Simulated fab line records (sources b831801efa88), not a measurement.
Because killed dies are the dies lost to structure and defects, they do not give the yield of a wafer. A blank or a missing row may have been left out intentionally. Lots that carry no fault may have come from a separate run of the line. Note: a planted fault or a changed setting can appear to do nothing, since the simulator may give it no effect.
Matching of chambers ; flow gf180mcu ; 3 sister chambers for GF_M5_STRIP_12 on wet bench-02
The step strips in post etch residue remover, time 1200 s. 3 wafers are shown with their chamber, then 4 later ones without.

## WAFERS WITH THEIR CHAMBER
wafer;chamber;temp c (C)
L453.5;1;72.50
L457.5;0;72.37
L466.3;2;72.44

## WAFERS WITHOUT THEIR CHAMBER
wafer;temp c (C)
L466.5;72.40
L467.2;72.68
L467.3;72.72
L467.6;72.69

## CHAMBER TAKEN BY EACH
wafer;from the rows above;in truth
L466.5;can't be placed: 0 or 2 or 1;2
L467.2;can't be placed: 1 or 2 or 0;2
L467.3;can't be placed: 1 or 2 or 0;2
L467.6;can't be placed: 1 or 2 or 0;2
Correctly placed: 0 of 4. Cannot be placed on the basis of these rows: 4; the candidates contain the true chamber in 4. 0 placed wrongly.
How it was worked out, from the rows above alone: a wafer's distance from a chamber is the root of the sum, over the readings, of the square of ((its reading less the chamber's mean) divided by the reading's scatter). If the next closest chamber is less than 2 further off than the closest, the wafer can't be placed; otherwise it belongs to the closest. A chamber's mean is the mean of its shown wafers. The scatter (one wafer shown for each chamber): square how far every hidden wafer sits from the nearest shown wafer, average those squares and take the square root.
